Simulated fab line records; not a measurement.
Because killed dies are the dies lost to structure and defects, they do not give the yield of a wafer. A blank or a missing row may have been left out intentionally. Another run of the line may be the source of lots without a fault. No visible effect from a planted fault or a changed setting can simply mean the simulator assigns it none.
2 desks, one fault / flow gf180mcu / each desk holds nothing but its own numbers, with what lay behind them at the end

TOOL OWNER'S DESK, cvd w-01
The tool's own readings at GF_V3_CVD_23 (deposits W, target thk 350 nm, time 104.9 s): means of the sampled wafers that have a number, for each lot that ran on this tool. If a lot's mean is further than 4 standard deviations from the usual mean, the lot is out of limits and carries the mark OUT (the distance appears in the brackets).
Columns: A = heater power w at GF_V3_CVD_23, usual 913 W
lot=L203; first seen here=day 22 18:43; A=857
lot=L208; first seen here=day 24 09:08; A=870
lot=L219; first seen here=day 28 02:59; A=869
lot=L221; first seen here=day 28 16:29; A=870
lot=L222; first seen here=day 29 03:44; A=850
lot=L224; first seen here=day 29 14:32; A=881
Finding of this desk: none of the 6 lots has anything out of limits.

AT THE METROLOGY DESK
Lot by lot, what the gauges showed, no matter which tool ran the lot: averages of those sampled wafers that carry a number. If a lot's mean is further than 4 standard deviations from the usual mean, the lot is out of limits and carries the mark OUT (the distance appears in the brackets).
Columns: A = V3_W_RS at GF_V3_RS_MEAS_24, usual 0.325 ohm/sq; B = V3_W_THK at GF_V3_THK_MEAS_25, usual 348 nm
lot=L203; first seen here=day 22 18:50; A=0.327; B=347
lot=L208; first seen here=day 24 09:16; A=0.292 (-9.3) OUT; B=390 (+9.2) OUT
lot=L212; first seen here=day 25 21:04; A=0.325; B=346
lot=L215; first seen here=day 26 17:26; A=0.324; B=348
lot=L218; first seen here=day 27 12:45; A=0.324; B=349
lot=L219; first seen here=day 28 03:07; A=0.316; B=361
lot=L221; first seen here=day 28 16:37; A=0.324; B=351
lot=L222; first seen here=day 29 03:52; A=0.330; B=339
lot=L223; first seen here=day 29 07:01; A=0.322; B=347
lot=L224; first seen here=day 29 14:39; A=0.320; B=358
lot=L225; first seen here=day 30 00:04; A=0.323; B=349
This desk's finding: out of limits on L208; first on L208, day 24 09:16 (V3_W_RS at GF_V3_RS_MEAS_24). L203, L212, L215, L218, L219, L221, L222, L223, L224, L225: within limits.

PUT TOGETHER
On L208, the metrology desk was in a position to raise an alarm at day 24 09:16.
The desk of the tool owner found nothing out of limits.
Tool owner's desk: L208 on record, inside its limits.
On cvd w-01, each named lot ran GF_V3_CVD_23.

WHAT WAS PUT IN BY THE SIMULATOR
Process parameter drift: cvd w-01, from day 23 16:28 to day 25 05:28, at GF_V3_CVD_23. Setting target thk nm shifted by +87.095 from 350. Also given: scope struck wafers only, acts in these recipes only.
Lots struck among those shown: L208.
Hours from the fault's start to each desk's first reading out of limits: the metrology desk, 17.
